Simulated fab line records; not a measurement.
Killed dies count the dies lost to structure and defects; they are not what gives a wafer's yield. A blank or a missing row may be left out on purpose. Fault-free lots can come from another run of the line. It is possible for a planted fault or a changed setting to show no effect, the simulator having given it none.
Code-filled problem report in 8D (eight disciplines) form :: flow sky130 :: the parts of the form that need people (team, actions taken, sign-off) are left out

== 1. WHAT IS WRONG ==
Mean CONTACT_W_RS at SKY_CONTACT_RS_MEAS_25: 0.236 ohm/sq over 4 wafers in 3 lots; fault-free wafers: 0.338 ohm/sq, standard deviation 0.0061. Relative to the usual mean, that is a shift of -17 standard deviations.
The step: measures by four-point-probe.
First seen on wafer L802.6, day 36 15:43, on film-metro-04. At this step, 33 wafers from 11 lots have a number in the record. Rule for "out" (also "out of limits"): further than 4 standard deviations from the usual mean. The rest of the wafers with a number are treated as sound.

== 2. WHAT IT IS, AND WHAT IT ISN'T ==
question: which readings at this step
is: CONTACT_W_RS
is not: -

question: which lots
is: L802, L803, L805
is not: L787, L790, L792, L793, L797, L804, L808, L809

question: which wafers of those lots
is: L802.6, L803.5, L805.2, L805.6
is not: L802.4, L802.5, L803.3, L803.6, L805.1

question: read on which gauges
is: film-metro-01, film-metro-02, film-metro-04
is not: -

question: when
is: from day 36 15:43
is not: up to then (17 sound wafers); but 12 sound wafers of L803, L804, L805, L808, L809 came after

== 3. THE SUSPECTS, EACH WITH WHAT RULES IT OUT ==
Counting: a tool at a process step up to the reading stays a suspect if it ran every lot that is out. Sound lots after the first of them don't rule it out here, since some wafers of a struck lot are sound.
- the gauge at SKY_CONTACT_RS_MEAS_25 has been ruled out. 3 gauges (film-metro-01, film-metro-02, film-metro-04) read the wafers that are out.
- cvd-w-02 at SKY_CONTACT_CVD_24 (deposits W, target thk 340 nm, time 102.12 s): kept. Every lot that is out went through it, the first being L802 (day 36 15:35); the last sound lot it ran before that was L793 (day 33 18:13).
- The sound lot-mates ran in chamber 1 of cvd-w-02 at SKY_CONTACT_CVD_24, but the wafers that are out ran in chamber 0.
The count leaves cvd-w-02 at SKY_CONTACT_CVD_24.

== 4. THE CAUSE (what the simulator had put in) ==
cvd-w-02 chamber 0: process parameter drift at SKY_CONTACT_CVD_24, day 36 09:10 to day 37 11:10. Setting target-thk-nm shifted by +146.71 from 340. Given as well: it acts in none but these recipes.
After counting, this tool was the only one left.

== 5. SEQUENCE OF EFFECTS, ordered by route ==
Rows list readings where the struck wafers' mean (over those with a number) sits beyond 3 standard deviations from the usual. Readings are gone through only where the record gives a usual standard deviation; hours: the median, over the lots, of the time from a lot's start at the first step in this table giving one to that lot's start at this step; sigmas: the change measured in usual standard deviations.
hours: 0
step: SKY_CONTACT_RS_MEAS_25
reading: CONTACT_W_RS
usual: 0.338 ohm/sq
on struck wafers: 0.236
change: -0.102
sigmas: -17

hours: 0
step: SKY_CONTACT_THK_MEAS_26
reading: CONTACT_W_THK
usual: 333 nm
on struck wafers: 470
change: +138
sigmas: +21

hours: 0
step: SKY_CONTACT_CMP_27
reading: time-to-endpoint-s
usual: 80 s
on struck wafers: 114
change: +34
sigmas: +8.4
The process steps in it:
- SKY_CONTACT_CMP_27: polishes, stops on SiO2, t overpolish 15 s, target thk 0 nm.

== 6. WHAT WOULD HAVE CAUGHT IT SOONER ==
In this record the first reading out of limits at a measuring or inspecting step was taken at day 36 15:43, 7 hours after the fault began at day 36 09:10.
No tool reading at SKY_CONTACT_CVD_24 that has a usual standard deviation in the record was out on any struck wafer, so an alarm limit of 4 standard deviations on those readings would not have fired.
Among the 3 lots that are out, L803, L805 began SKY_CONTACT_CVD_24 on cvd-w-02 after day 36 15:43. A hold on the tool at that time would have spared those 2.
